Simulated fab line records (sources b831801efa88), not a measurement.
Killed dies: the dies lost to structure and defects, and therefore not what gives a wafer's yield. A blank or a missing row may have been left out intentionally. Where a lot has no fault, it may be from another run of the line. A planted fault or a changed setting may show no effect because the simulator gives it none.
2 desks looking at one fault | flow gf180mcu | numbers are kept per desk, each desk with only its own; the story behind them comes last

## AT THE METROLOGY DESK
Lot by lot, what the gauges showed, no matter which tool ran the lot: averages of those sampled wafers that carry a number. Marked OUT: a lot whose mean sits more than 4 standard deviations from the usual mean, which makes it out of limits; the brackets give that distance.
Columns: A = STI_CVD_23_THK at GF_STI_THK_MEAS_24, usual 652 nm; B = VT_IMPLANT_4_TW at GF_VT_IMPLANT_TW_MEAS_43, usual 686; C = MVSD_RS at GF_VT_IMPLANT_RS_MEAS_46, usual 456.8 ohm/sq; D = DUAL_GATE_OXIDATION_00_THK at GF_DUAL_GATE_THK_MEAS_03, usual 10.95 nm
lot  | first seen here | A   | B              | C     | D
L925 | day 2 02:46     | 653 | 680            | 455.7 | 10.88
L927 | day 2 14:47     | 655 | 684            | 457.6 | 10.89
L929 | day 3 01:02     | 643 | 695            | 455.9 | 10.54
L930 | day 3 04:44     | 649 | 684            | 457.3 | 10.85
L931 | day 4 03:51     | 648 | 687            | 455.6 | 11.17
L932 | day 4 05:41     | 649 | 684            | 456.4 | 11.02
L934 | day 4 08:16     | 641 | 695            | 457.2 | 11.25
L933 | day 4 08:17     | 656 | 681            | 456.9 | 10.90
L936 | day 4 08:20     | 648 | 679            | 456.3 | 10.81
L935 | day 4 08:20     | 656 | 697            | 456.9 | 10.93
L937 | day 4 12:22     | 651 | 683            | 456.7 | 11.31
L938 | day 4 20:47     | 651 | 682            | 456.6 | 10.94
L942 | day 5 19:08     | 650 | 730 (+8.1) OUT | 457.7 | 10.88
L946 | day 6 15:43     | 649 | 730 (+8.1) OUT | 455.8 | 10.84
This desk reports L942, L946 out of limits; the earliest was L942 at day 12 08:49 (VT_IMPLANT_4_TW at GF_VT_IMPLANT_TW_MEAS_43). Within limits: L925, L927, L929, L930, L931, L932, L934, L933, L936, L935, L937, L938.

## FOR THE TOOL OWNER'S DESK: implanter-03
For each lot that ran on this tool, the mean over its sampled wafers that have a number, from the tool's own readings at GF_VT_IMPLANT_IMPLANT_41. Marked OUT: a lot whose mean sits more than 4 standard deviations from the usual mean, which makes it out of limits; the brackets give that distance.
Columns: A = beam energy keV at GF_VT_IMPLANT_IMPLANT_41, usual 69.996
lot  | first seen here | A
L927 | day 7 12:42     | 69.994
L933 | day 10 13:14    | 69.965
L935 | day 10 14:31    | 69.929
L934 | day 10 15:19    | 70.006
L937 | day 10 17:43    | 70.013
L942 | day 12 08:35    | 89.457 (+99 or more) OUT
L946 | day 13 12:18    | 89.447 (+99 or more) OUT
This desk's finding: out of limits on L942, L946; first on L942, day 12 08:35 (beam energy keV at GF_VT_IMPLANT_IMPLANT_41). Within limits: L927, L933, L935, L934, L937.

## ALL TOGETHER
On L942, L946, at day 12 08:35, an alarm was possible from the tool owner's desk.
Metrology desk: alarm possible at day 12 08:49 on L942, L946.
On implanter-03, each named lot ran GF_VT_IMPLANT_IMPLANT_41.

## WHAT HAD BEEN PUT IN BY THE SIMULATOR
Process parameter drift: implanter-03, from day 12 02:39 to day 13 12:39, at GF_VT_IMPLANT_IMPLANT_41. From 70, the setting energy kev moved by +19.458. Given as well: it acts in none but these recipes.
Struck lots among those shown: L942, L946.
Time in hours from fault onset to the first out-of-limits reading at each desk: tool owner's desk 6, metrology desk 6.
